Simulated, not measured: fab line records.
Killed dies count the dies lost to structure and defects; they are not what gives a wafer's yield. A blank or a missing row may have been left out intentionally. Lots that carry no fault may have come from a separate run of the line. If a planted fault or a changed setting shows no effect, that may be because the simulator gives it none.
fab line records ; flow sky130 ; part 1 of 2: steps 1 to 42 of 43
record lots=7; wafers=21; last_day=49
route steps=708 shown LDD_HVP@286 LDD_LDN@289 SPACER@304 POLY_CUT@307 SD_P@320 PAD_OPEN@708
lots with no fault: from the same line, run without faults
start_h: hours from the record's opening day to when the first of the lot's shown wafers began ; wait_h: time in hours since the lot's previous step ; " as in the row above ; L1.1+2: several wafers, shown together as one row ; - either no value or no given start ; * or withheld: withheld ; < > ~ a bound
route shown NAME@n: a module of which the file shows steps, and the number in the route of the first ; usual: the fault-free wafers' mean and standard deviation ; same: alike in all rows ; chamber/n: place in a boat ; sites: each site's reading ; _std_site: standard deviation of those values ; _edge_site: mean of outer sites minus mean of inner sites ; radius_mm: how far each site lies from the wafer's centre ; mask NAME#n: copy n ; behind: the last tool/chamber to shape the wafer ; hold: cause of the lot's hold/its duration in hours/its outcome ; device: which transistor (n, p or np) failed to switch ; end of line: tests run on the same wafers once the route is complete ; for a step that has no rows: nothing shown but its recipe ; killed: dies that structure and defects cost at the first sort, which is not the same as the wafer's yield ; map: the dies of a wafer, with x for killed, . for not killed, _ for no die there
set.NAME: the setting that was run; set.NAME@STEP: the one run at that earlier step ; model.NAME: the simulator's own value behind a step, which no gauge read
lots at some steps of the route; a table a step, a row a wafer
services: when a tool's chamber went out of use (start_h, in hours from the record's first day, below 0 if earlier), for how many hours, and the reason
## steps
# step SKY_LDD_HVP_IMPLANT_08
# recipe species=B; energy_kev=20; dose_cm2=1.7e+13; tilt_deg=17.9
# step SKY_LDD_HVP_STRIP_09
# recipe chemistry=O2/N2; power_w=1400; pressure_mtorr=1500; platen_temp_c=withheld; o2_flow_sccm=3000; n2_flow_sccm=300; overash_fraction=0.5
# usual drypump_motor_current_A=5.88/0.092; oes_product_au=0.409/0.0043; strip_time_to_endpoint_s=4.133/0.015
lot.wafer;tool;chamber;start_h;wait_h;drypump_motor_current_A;oes_product_au;rf_hours_counter_h;strip_time_to_endpoint_s
L894.4;plasma_asher-02;0;505.62;0.1;6.05;0.407;-;4.112
L894.5;plasma_asher-02;1;505.62;0.1;5.71;0.408;-;4.121
L894.6;plasma_asher-02;0;505.62;0.1;6.05;0.409;-;4.121
L899.2;plasma_asher-03;0;546.81;0.1;6.00;0.410;85;4.143
L899.5;plasma_asher-03;0;546.81;0.1;6.00;0.412;-;4.151
L899.6;plasma_asher-03;1;546.81;0.1;5.87;0.409;-;4.165
L902.2;plasma_asher-03;1;569.01;0.1;5.86;0.403;87;4.109
L902.4;plasma_asher-03;1;569.01;0.1;5.83;0.405;-;4.121
L902.6;plasma_asher-03;0;569.01;0.1;5.99;0.407;-;4.124
L904.1;plasma_asher-03;1;592.73;0.1;5.85;0.405;90;4.149
L904.5;plasma_asher-03;1;592.73;0.1;5.86;0.411;-;4.147
L904.6;plasma_asher-03;0;592.73;0.1;5.97;0.405;-;4.143
L908.1;plasma_asher-02;0;620.66;0.1;6.08;0.411;74;4.148
L908.3;plasma_asher-02;1;620.66;0.1;5.71;0.412;-;4.144
L908.5;plasma_asher-02;1;620.66;0.1;5.72;0.401;-;4.135
L909.1;plasma_asher-03;1;628.61;0.1;5.85;0.405;93;4.129
L909.2;plasma_asher-03;0;628.61;0.1;5.97;0.403;93;4.113
L909.3;plasma_asher-03;0;628.61;0.1;5.97;0.402;-;4.113
L910.2;plasma_asher-03;1;637.51;0.1;5.88;0.405;94;4.127
L910.4;plasma_asher-03;1;637.51;0.1;5.88;0.410;-;4.130
L910.5;plasma_asher-03;1;637.51;0.1;5.87;0.413;-;4.122
# step SKY_LDD_HVP_TW_MEAS_10
# usual LDD_HVP_TW=456/4.9
lot.wafer;tool;chamber;start_h;wait_h;LDD_HVP_TW
L894.4;film_metro-01;-;505.72;0.1;458
L894.5;film_metro-01;-;505.72;0.1;458
L894.6;film_metro-01;-;505.72;0.1;456
L899.2;film_metro-04;-;546.92;0.1;461
L899.5;film_metro-04;-;546.92;0.1;462
L899.6;film_metro-04;-;546.92;0.1;462
L902.2;film_metro-01;-;569.12;0.1;456
L902.4;film_metro-01;-;569.12;0.1;458
L902.6;film_metro-01;-;569.12;0.1;454
L904.1;film_metro-01;-;592.83;0.1;454
L904.5;film_metro-01;-;592.83;0.1;459
L904.6;film_metro-01;-;592.83;0.1;455
L908.1;film_metro-02;-;620.76;0.1;447
L908.3;film_metro-02;-;620.76;0.1;450
L908.5;film_metro-02;-;620.76;0.1;449
L909.1;film_metro-04;-;628.71;0.1;463
L909.2;film_metro-04;-;628.71;0.1;460
L909.3;film_metro-04;-;628.71;0.1;463
L910.2;film_metro-01;-;637.62;0.1;460
L910.4;film_metro-01;-;637.62;0.1;458
L910.5;film_metro-01;-;637.62;0.1;458
# step SKY_LDD_LDN_DEHYDRATE_00
# recipe temp_c=200; time_s=60
# step SKY_LDD_LDN_HMDS_01
# recipe prime_time_s=60; prime_temp_c=120
# step SKY_LDD_LDN_COAT_02
# recipe resist=NOVOLAK; spin_rpm=3000; resist_thk_nm=1140
# step SKY_LDD_LDN_SOFTBAKE_03
# recipe temp_c=90; time_s=60; resist=NOVOLAK
# step SKY_LDD_LDN_EXPOSE_04
# recipe mask_id=LDNTM; na=0.6; source_shape=conventional; sigma_outer=0.6; polarization=unpolarized; target_cd_nm=700; dose_mj=140
# step SKY_LDD_LDN_PEB_05
# recipe temp_c=withheld; time_s=*; resist=NOVOLAK
# step SKY_LDD_LDN_DEVELOP_06
# recipe resist=NOVOLAK; developer=TMAH; develop_time_s=60; dev_temp_c=23
# step SKY_LDD_LDN_OVL_MEAS_07
# usual LDD_LDN_OVL=-0.5/1.4
lot.wafer;tool;chamber;start_h;wait_h;LDD_LDN_OVL[nm]
L894.4;overlay-01;-;535.96;0.1;0.9
L894.5;overlay-01;-;535.96;0.1;1.0
L894.6;overlay-01;-;535.96;0.1;1.1
L899.2;overlay-01;-;576.53;0.1;0.3
L899.5;overlay-01;-;576.53;0.1;-1.5
L899.6;overlay-01;-;576.53;0.1;0.0
L902.2;overlay-02;-;598.35;0.1;-2.0
L902.4;overlay-02;-;598.35;0.1;0.8
L902.6;overlay-02;-;598.35;0.1;1.4
L904.1;overlay-02;-;621.72;0.1;-2.7
L904.5;overlay-02;-;621.72;0.1;-1.8
L904.6;overlay-02;-;621.72;0.1;-3.0
L908.1;overlay-01;-;649.30;0.1;0.9
L908.3;overlay-01;-;649.30;0.1;0.0
L908.5;overlay-01;-;649.30;0.1;-1.4
L909.1;overlay-02;-;656.15;0.1;-1.7
L909.2;overlay-02;-;656.15;0.1;-1.9
L909.3;overlay-02;-;656.15;0.1;-3.5
L910.2;overlay-02;-;665.15;0.1;1.2
L910.4;overlay-02;-;665.15;0.1;-0.2
L910.5;overlay-02;-;665.15;0.1;-1.2
# step SKY_LDD_LDN_IMPLANT_08
# recipe species=As; energy_kev=15; dose_cm2=1.25e+13; tilt_deg=withheld; rotation_deg=23
# step SKY_LDD_LDN_IMPLANT_09
# recipe species=As; energy_kev=15; dose_cm2=1.25e+13; tilt_deg=withheld; rotation_deg=113
# usual beam_on_s=10.02/0.21
lot.wafer;tool;chamber;start_h;wait_h;beam_on_s
L894.4;implanter-04;0;536.21;0.1;10.03
L894.5;implanter-04;0;536.21;0.1;10.24
L894.6;implanter-04;0;536.21;0.1;10.04
L899.2;implanter-01;0;576.73;0.1;9.50
L899.5;implanter-01;0;576.73;0.1;9.86
L899.6;implanter-01;0;576.73;0.1;9.81
L902.2;implanter-02;0;598.56;0.1;9.89
L902.4;implanter-02;0;598.56;0.1;9.87
L902.6;implanter-02;0;598.56;0.1;10.22
L904.1;implanter-01;0;621.91;0.1;10.07
L904.5;implanter-01;0;621.91;0.1;9.96
L904.6;implanter-01;0;621.91;0.1;9.81
L908.1;implanter-01;0;649.48;0.1;9.98
L908.3;implanter-01;0;649.48;0.1;9.96
L908.5;implanter-01;0;649.48;0.1;9.93
L909.1;implanter-01;0;656.33;0.1;9.93
L909.2;implanter-01;0;656.33;0.1;9.69
L909.3;implanter-01;0;656.33;0.1;10.16
L910.2;implanter-01;0;665.36;0.1;10.20
L910.4;implanter-01;0;665.36;0.1;10.12
L910.5;implanter-01;0;665.36;0.1;10.29
# step SKY_LDD_LDN_IMPLANT_10
# recipe species=As; energy_kev=15; dose_cm2=1.25e+13; tilt_deg=withheld; rotation_deg=203
# step SKY_LDD_LDN_IMPLANT_11
# recipe species=As; energy_kev=15; dose_cm2=1.25e+13; tilt_deg=withheld; rotation_deg=293
# step SKY_LDD_LDN_STRIP_12
# recipe chemistry=O2/N2; power_w=1400; pressure_mtorr=1500; platen_temp_c=withheld; o2_flow_sccm=3000; n2_flow_sccm=300; overash_fraction=0.5
# step SKY_LDD_LDN_TW_MEAS_13
# usual LDD_LDN_TW=1474/16
lot.wafer;tool;chamber;start_h;wait_h;LDD_LDN_TW
L894.4;film_metro-02;-;536.71;0.1;1451
L894.5;film_metro-02;-;536.71;0.1;1455
L894.6;film_metro-02;-;536.71;0.1;1450
L899.2;film_metro-01;-;577.27;0.1;1483
L899.5;film_metro-01;-;577.27;0.1;1482
L899.6;film_metro-01;-;577.27;0.1;1475
L902.2;film_metro-03;-;599.09;0.1;1499
L902.4;film_metro-03;-;599.09;0.1;1500
L902.6;film_metro-03;-;599.09;0.1;1492
L904.1;film_metro-01;-;622.46;0.1;1489
L904.5;film_metro-01;-;622.46;0.1;1482
L904.6;film_metro-01;-;622.46;0.1;1489
L908.1;film_metro-03;-;650.03;0.1;1483
L908.3;film_metro-03;-;650.03;0.1;1479
L908.5;film_metro-03;-;650.03;0.1;1486
L909.1;film_metro-01;-;656.88;0.1;1468
L909.2;film_metro-01;-;656.88;0.1;1469
L909.3;film_metro-01;-;656.88;0.1;1475
L910.2;film_metro-01;-;665.89;0.1;1470
L910.4;film_metro-01;-;665.89;0.1;1467
L910.5;film_metro-01;-;665.89;0.1;1470
# step SKY_LDD_LDN_CLEAN_14
# recipe chemistry=SC1/SC2; mix=1:4:20; temp_c=70; time_s=150; dry=n2_spin
# step SKY_SPACER_CVD_00
# recipe material=Si3N4; precursor=DCS/NH3; target_thk_nm=43.1; temp_c=770; time_s=740; pressure_mtorr=250
# step SKY_SPACER_THK_MEAS_01
# recipe reads=Si3N4_of_SPACER_CVD_00
# usual SPACER_CVD_00_THK=43.3/0.39
lot.wafer;tool;chamber;start_h;wait_h;SPACER_CVD_00_THK[nm]
L894.4;film_metro-04;-;538.08;0.0;43.9
L894.5;film_metro-04;-;538.08;0.0;43.6
L894.6;film_metro-04;-;538.08;0.0;43.9
L899.2;film_metro-02;-;578.79;0.0;42.8
L899.5;film_metro-02;-;578.79;0.0;43.1
L899.6;film_metro-02;-;578.79;0.0;43.2
L902.2;film_metro-02;-;600.46;0.0;43.2
L902.4;film_metro-02;-;600.46;0.0;43.4
L902.6;film_metro-02;-;600.46;0.0;43.2
L904.1;film_metro-04;-;624.82;0.0;43.3
L904.5;film_metro-04;-;624.82;0.0;43.6
L904.6;film_metro-04;-;624.82;0.0;43.5
L908.1;film_metro-02;-;653.42;0.0;43.7
L908.3;film_metro-02;-;653.42;0.0;43.5
L908.5;film_metro-02;-;653.42;0.0;43.9
L909.1;film_metro-02;-;658.57;0.0;43.1
L909.2;film_metro-02;-;658.57;0.0;43.5
L909.3;film_metro-02;-;658.57;0.0;43.1
L910.2;film_metro-02;-;667.86;0.0;43.4
L910.4;film_metro-02;-;667.86;0.0;43.2
L910.5;film_metro-02;-;667.86;0.0;43.5
# step SKY_SPACER_ETCHBACK_02
# recipe chemistry=CH3F/O2; target=Si3N4; stop_on=SiO2; source_w=400; bias_w=80; pressure_mtorr=25; ch3f_flow_sccm=40; O2_flow_sccm=30; time_s=46.7; target_depth_a=450
# usual drypump_motor_current_A=5.6/0.38; oes_product_au=0.858/0.0064; throttle_valve_pct=10.562/0.0095
lot.wafer;tool;chamber;start_h;wait_h;drypump_motor_current_A;oes_product_au;rf_hours_counter_h;throttle_valve_pct
L894.4;rie_diel-02;3;538.11;0.0;5.7;0.859;8;10.548
L894.5;rie_diel-02;0;538.11;0.0;6.2;0.858;-;10.563
L894.6;rie_diel-02;3;538.11;0.0;5.6;0.866;-;10.559
L899.2;rie_diel-02;2;578.84;0.0;6.1;0.851;45;10.558
L899.5;rie_diel-02;3;578.84;0.0;5.6;0.855;-;10.586
L899.6;rie_diel-02;0;578.84;0.0;6.2;0.853;-;10.569
L902.2;rie_diel-02;0;600.51;0.0;6.3;0.855;6;10.573
L902.4;rie_diel-02;3;600.51;0.0;5.7;0.856;9;10.564
L902.6;rie_diel-02;1;600.51;0.0;5.2;0.859;-;10.562
L904.1;rie_diel-01;1;624.88;0.1;5.5;0.857;5;10.560
L904.5;rie_diel-01;2;624.88;0.1;6.1;0.851;-;10.554
L904.6;rie_diel-01;3;624.88;0.1;5.5;0.859;-;10.555
L908.1;rie_diel-03;0;653.48;0.1;5.8;0.852;4;10.564
L908.3;rie_diel-03;3;653.48;0.1;5.3;0.861;10;10.561
L908.5;rie_diel-03;0;653.48;0.1;5.8;0.858;-;10.560
L909.1;rie_diel-01;1;658.63;0.1;5.5;0.851;6;10.570
L909.2;rie_diel-01;2;658.63;0.1;6.1;0.859;28;10.569
L909.3;rie_diel-01;3;658.63;0.1;5.5;0.852;4;10.559
L910.2;rie_diel-02;1;667.91;0.0;5.2;0.856;2;10.567
L910.4;rie_diel-02;0;667.91;0.0;6.2;0.861;8;10.565
L910.5;rie_diel-02;2;667.91;0.0;6.1;0.862;-;10.571
# step SKY_POLY_CUT_DEHYDRATE_00
# recipe temp_c=200; time_s=60
# step SKY_POLY_CUT_HMDS_01
# recipe prime_time_s=60; prime_temp_c=120
# step SKY_POLY_CUT_COAT_02
# recipe resist=BARC; temp_c=withheld; time_s=withheld; spin_rpm=3000; resist_thk_nm=60
# step SKY_POLY_CUT_COAT_03
# recipe resist=KrF-thick; spin_rpm=3000; resist_thk_nm=450
# step SKY_POLY_CUT_SOFTBAKE_04
# recipe temp_c=100; time_s=90; resist=KrF-thick
# step SKY_POLY_CUT_EXPOSE_05
# recipe mask_id=NPCM; na=0.8; source_shape=annular; sigma_inner=0.55; sigma_outer=0.85; target_cd_nm=270; dose_mj=32
# step SKY_POLY_CUT_PEB_06
# recipe peb_temp_c=withheld; peb_time_s=withheld; resist=KrF-thick
# step SKY_POLY_CUT_DEVELOP_07
# recipe develop_time_s=60; resist=KrF-thick; dev_temp_c=21
# step SKY_POLY_CUT_CD_MEAS_08
# recipe target_cd_nm=270
# usual cd_nm=270.4/1.4
lot.wafer;tool;chamber;start_h;wait_h;cd_nm
L894.4;cd_sem-01;-;568.36;-;271.1
L894.5;cd_sem-01;-;568.36;-;271.2
L894.6;cd_sem-01;-;568.36;-;270.0
L899.2;cd_sem-01;-;607.27;-;269.4
L899.5;cd_sem-01;-;607.27;-;271.4
L899.6;cd_sem-01;-;607.27;-;268.2
L902.2;cd_sem-02;-;629.48;-;270.3
L902.4;cd_sem-02;-;629.48;-;270.7
L902.6;cd_sem-02;-;629.48;-;270.7
L904.1;cd_sem-01;-;653.25;-;268.7
L904.5;cd_sem-01;-;653.25;-;267.9
L904.6;cd_sem-01;-;653.25;-;268.7
L908.1;cd_sem-01;-;681.51;-;270.0
L908.3;cd_sem-01;-;681.51;-;271.0
L908.5;cd_sem-01;-;681.51;-;270.2
L909.1;cd_sem-02;-;686.96;-;268.2
L909.2;cd_sem-02;-;686.96;-;268.6
L909.3;cd_sem-02;-;686.96;-;269.3
L910.2;cd_sem-01;-;696.18;-;272.3
L910.4;cd_sem-01;-;696.18;-;270.6
L910.5;cd_sem-01;-;696.18;-;270.2
# step SKY_POLY_CUT_OVL_MEAS_09
# usual POLY_CUT_OVL=-3/4.4
lot.wafer;tool;chamber;start_h;wait_h;POLY_CUT_OVL[nm]
L894.4;overlay-01;-;568.43;0.1;-5
L894.5;overlay-01;-;568.43;0.1;-6
L894.6;overlay-01;-;568.43;0.1;-12
L899.2;overlay-02;-;607.37;0.1;1
L899.5;overlay-02;-;607.37;0.1;6
L899.6;overlay-02;-;607.37;0.1;-1
L902.2;overlay-01;-;629.58;0.1;4
L902.4;overlay-01;-;629.58;0.1;7
L902.6;overlay-01;-;629.58;0.1;7
L904.1;overlay-02;-;653.37;0.1;-1
L904.5;overlay-02;-;653.37;0.1;-1
L904.6;overlay-02;-;653.37;0.1;6
L908.1;overlay-01;-;681.63;0.1;-4
L908.3;overlay-01;-;681.63;0.1;-7
L908.5;overlay-01;-;681.63;0.1;-5
L909.1;overlay-02;-;687.08;0.1;-4
L909.2;overlay-02;-;687.08;0.1;-6
L909.3;overlay-02;-;687.08;0.1;-3
L910.2;overlay-01;-;696.28;0.1;-1
L910.4;overlay-01;-;696.28;0.1;1
L910.5;overlay-01;-;696.28;0.1;0
# step SKY_POLY_CUT_ETCH_10
# recipe chemistry=N2/H2; target=BARC; ion_energy_ev=200; source_w=500; bias_w=100; pressure_mtorr=30; n2_flow_sccm=100; h2_flow_sccm=200; stop_on=SiO2; time_s=45.9; target_depth_a=600
# usual drypump_motor_current_A=5.7/0.36; h2_flow_sccm=200.1/0.58; oes_product_au=0.854/0.0046; throttle_valve_pct=13.225/0.0087
lot.wafer;tool;chamber;start_h;wait_h;drypump_motor_current_A;h2_flow_sccm;oes_product_au;rf_hours_counter_h;throttle_valve_pct
L894.4;rie_diel-03;0;568.45;0.0;5.8;200.7;0.852;2;13.226
L894.5;rie_diel-03;0;568.45;0.0;5.8;200.5;0.857;-;13.222
L894.6;rie_diel-03;1;568.45;0.0;5.6;200.5;0.848;-;13.231
L899.2;rie_diel-04;1;607.40;0.0;5.9;199.4;0.856;19;13.228
L899.5;rie_diel-04;1;607.40;0.0;5.9;200.2;0.858;-;13.236
L899.6;rie_diel-04;2;607.40;0.0;6.4;199.9;0.848;-;13.237
L902.2;rie_diel-04;1;629.61;0.0;5.9;200.3;0.857;20;13.226
L902.4;rie_diel-04;0;629.61;0.0;5.9;198.8;0.858;-;13.225
L902.6;rie_diel-04;3;629.61;0.0;5.7;198.6;0.851;-;13.227
L904.1;rie_diel-02;2;653.40;0.0;6.1;199.9;0.861;47;13.224
L904.5;rie_diel-02;1;653.40;0.0;5.2;200.0;0.853;-;13.233
L904.6;rie_diel-02;0;653.40;0.0;6.2;200.5;0.860;-;13.241
L908.1;rie_diel-04;3;681.66;0.0;5.8;200.7;0.855;21;13.210
L908.3;rie_diel-04;0;681.66;0.0;5.9;199.9;0.857;26;13.230
L908.5;rie_diel-04;0;681.66;0.0;5.9;200.2;0.863;-;13.223
L909.1;rie_diel-04;3;687.11;0.0;5.7;200.8;0.853;21;13.227
L909.2;rie_diel-04;1;687.11;0.0;6.0;200.9;0.854;21;13.228
L909.3;rie_diel-04;0;687.11;0.0;5.9;200.3;0.848;26;13.233
L910.2;rie_diel-03;0;696.31;0.0;5.8;199.7;0.854;5;13.227
L910.4;rie_diel-03;1;696.31;0.0;5.6;198.7;0.849;33;13.222
L910.5;rie_diel-03;2;696.31;0.0;5.4;199.7;0.855;-;13.216
# step SKY_POLY_CUT_ETCH_11
# recipe target=Si3N4; chemistry=CF4/CH2F2/Ar; stop_on=poly-Si; source_w=600; bias_w=150; pressure_mtorr=40; cf4_flow_sccm=40; ch2f2_flow_sccm=20; Ar_flow_sccm=150; time_s=42.5; target_depth_a=600
# usual drypump_motor_current_A=5.7/0.36; oes_product_au=0.829/0.0062; throttle_valve_pct=14.995/0.0085
lot.wafer;tool;chamber;start_h;wait_h;drypump_motor_current_A;oes_product_au;rf_hours_counter_h;throttle_valve_pct
L894.4;rie_diel-03;0;568.49;0.0;5.8;0.831;2;15.008
L894.5;rie_diel-03;0;568.49;0.0;5.8;0.821;-;14.998
L894.6;rie_diel-03;1;568.49;0.0;5.5;0.826;-;14.998
L899.2;rie_diel-04;1;607.44;0.0;5.9;0.827;19;14.989
L899.5;rie_diel-04;1;607.44;0.0;5.9;0.828;-;14.997
L899.6;rie_diel-04;2;607.44;0.0;6.4;0.828;-;15.001
L902.2;rie_diel-04;1;629.65;0.0;5.9;0.832;20;14.978
L902.4;rie_diel-04;0;629.65;0.0;5.9;0.837;-;14.998
L902.6;rie_diel-04;3;629.65;0.0;5.7;0.834;-;15.004
L904.1;rie_diel-02;2;653.45;0.0;6.1;0.844;47;14.996
L904.5;rie_diel-02;1;653.45;0.0;5.2;0.841;-;14.979
L904.6;rie_diel-02;0;653.45;0.0;6.2;0.836;-;14.981
L908.1;rie_diel-04;3;681.70;0.0;5.7;0.830;21;14.979
L908.3;rie_diel-04;0;681.70;0.0;5.9;0.824;26;15.011
L908.5;rie_diel-04;0;681.70;0.0;5.9;0.831;-;15.005
L909.1;rie_diel-04;3;687.15;0.0;5.7;0.832;21;15.004
L909.2;rie_diel-04;1;687.15;0.0;5.9;0.823;21;14.987
L909.3;rie_diel-04;0;687.15;0.0;5.9;0.829;26;15.006
L910.2;rie_diel-03;0;696.35;0.0;5.8;0.829;5;15.007
L910.4;rie_diel-03;1;696.35;0.0;5.6;0.836;33;14.989
L910.5;rie_diel-03;2;696.35;0.0;5.3;0.826;-;14.991
# step SKY_POLY_CUT_STRIP_12
# recipe chemistry=O2/N2; power_w=1400; pressure_mtorr=1500; platen_temp_c=withheld; o2_flow_sccm=3000; n2_flow_sccm=300; overash_fraction=0.5
# usual drypump_motor_current_A=5.7/0.35; oes_product_au=0.452/0.0046; strip_time_to_endpoint_s=5.351/0.018
lot.wafer;tool;chamber;start_h;wait_h;drypump_motor_current_A;oes_product_au;rf_hours_counter_h;strip_time_to_endpoint_s
L894.4;plasma_asher-03;1;568.57;0.1;5.8;0.453;-;5.352
L894.5;plasma_asher-03;1;568.57;0.1;5.9;0.449;-;5.354
L894.6;plasma_asher-03;0;568.57;0.1;6.0;0.448;-;5.353
L899.2;plasma_asher-02;1;607.48;0.0;5.7;0.447;72;5.340
L899.5;plasma_asher-02;1;607.48;0.0;5.7;0.458;-;5.326
L899.6;plasma_asher-02;0;607.48;0.0;6.0;0.452;-;5.347
L902.2;plasma_asher-03;1;629.69;0.0;5.8;0.451;94;5.344
L902.4;plasma_asher-03;0;629.69;0.0;6.0;0.451;-;5.352
L902.6;plasma_asher-03;1;629.69;0.0;5.8;0.464;-;5.342
L904.1;plasma_asher-04;0;653.49;0.0;5.7;0.450;23;5.386
L904.5;plasma_asher-04;1;653.49;0.0;5.0;0.459;-;5.360
L904.6;plasma_asher-04;0;653.49;0.0;5.7;0.457;-;5.367
L908.1;plasma_asher-03;0;681.74;0.0;6.0;0.447;99;5.354
L908.3;plasma_asher-03;1;681.74;0.0;5.9;0.443;-;5.372
L908.5;plasma_asher-03;0;681.74;0.0;6.0;0.462;-;5.347
L909.1;plasma_asher-04;0;687.19;0.0;5.7;0.456;27;5.343
L909.2;plasma_asher-04;1;687.19;0.0;5.0;0.458;27;5.345
L909.3;plasma_asher-04;1;687.19;0.0;5.0;0.456;-;5.350
L910.2;plasma_asher-02;1;696.39;0.0;5.7;0.456;80;5.340
L910.4;plasma_asher-02;0;696.39;0.0;6.0;0.464;-;5.364
L910.5;plasma_asher-02;1;696.39;0.0;5.7;0.459;-;5.391
# step SKY_SD_P_DEHYDRATE_00
# recipe temp_c=200; time_s=60
# step SKY_SD_P_HMDS_01
# recipe prime_time_s=60; prime_temp_c=120
# step SKY_SD_P_COAT_02
# recipe resist=NOVOLAK; spin_rpm=3000; resist_thk_nm=1140
# step SKY_SD_P_SOFTBAKE_03
# recipe temp_c=90; time_s=60; resist=NOVOLAK
# step SKY_SD_P_EXPOSE_04
# recipe mask_id=PSDM; na=0.6; source_shape=conventional; sigma_outer=0.6; polarization=unpolarized; target_cd_nm=380; dose_mj=138
# step SKY_SD_P_PEB_05
# recipe temp_c=withheld; time_s=*; resist=NOVOLAK
# step SKY_SD_P_DEVELOP_06
# recipe resist=NOVOLAK; developer=TMAH; develop_time_s=60; dev_temp_c=23
# step SKY_SD_P_CD_MEAS_07
# recipe target_cd_nm=380
# usual cd_nm=380.7/2.5
lot.wafer;tool;chamber;start_h;wait_h;cd_nm
L894.4;cd_sem-01;-;597.48;0.1;381.1
L894.5;cd_sem-01;-;597.48;0.1;381.9
L894.6;cd_sem-01;-;597.48;0.1;381.3
L899.2;cd_sem-01;-;635.97;0.1;379.3
L899.5;cd_sem-01;-;635.97;0.1;379.5
L899.6;cd_sem-01;-;635.97;0.1;377.4
L902.2;cd_sem-01;-;657.68;0.1;381.2
L902.4;cd_sem-01;-;657.68;0.1;380.8
L902.6;cd_sem-01;-;657.68;0.1;381.5
L904.1;cd_sem-01;-;681.81;0.1;379.2
L904.5;cd_sem-01;-;681.81;0.1;379.5
L904.6;cd_sem-01;-;681.81;0.1;377.9
L908.1;cd_sem-02;-;710.32;0.1;379.7
L908.3;cd_sem-02;-;710.32;0.1;379.0
L908.5;cd_sem-02;-;710.32;0.1;379.2
L909.1;cd_sem-01;-;715.11;0.1;380.3
L909.2;cd_sem-01;-;715.11;0.1;380.6
L909.3;cd_sem-01;-;715.11;0.1;382.2
L910.2;cd_sem-02;-;724.57;0.1;380.2
L910.4;cd_sem-02;-;724.57;0.1;381.0
L910.5;cd_sem-02;-;724.57;0.1;379.1
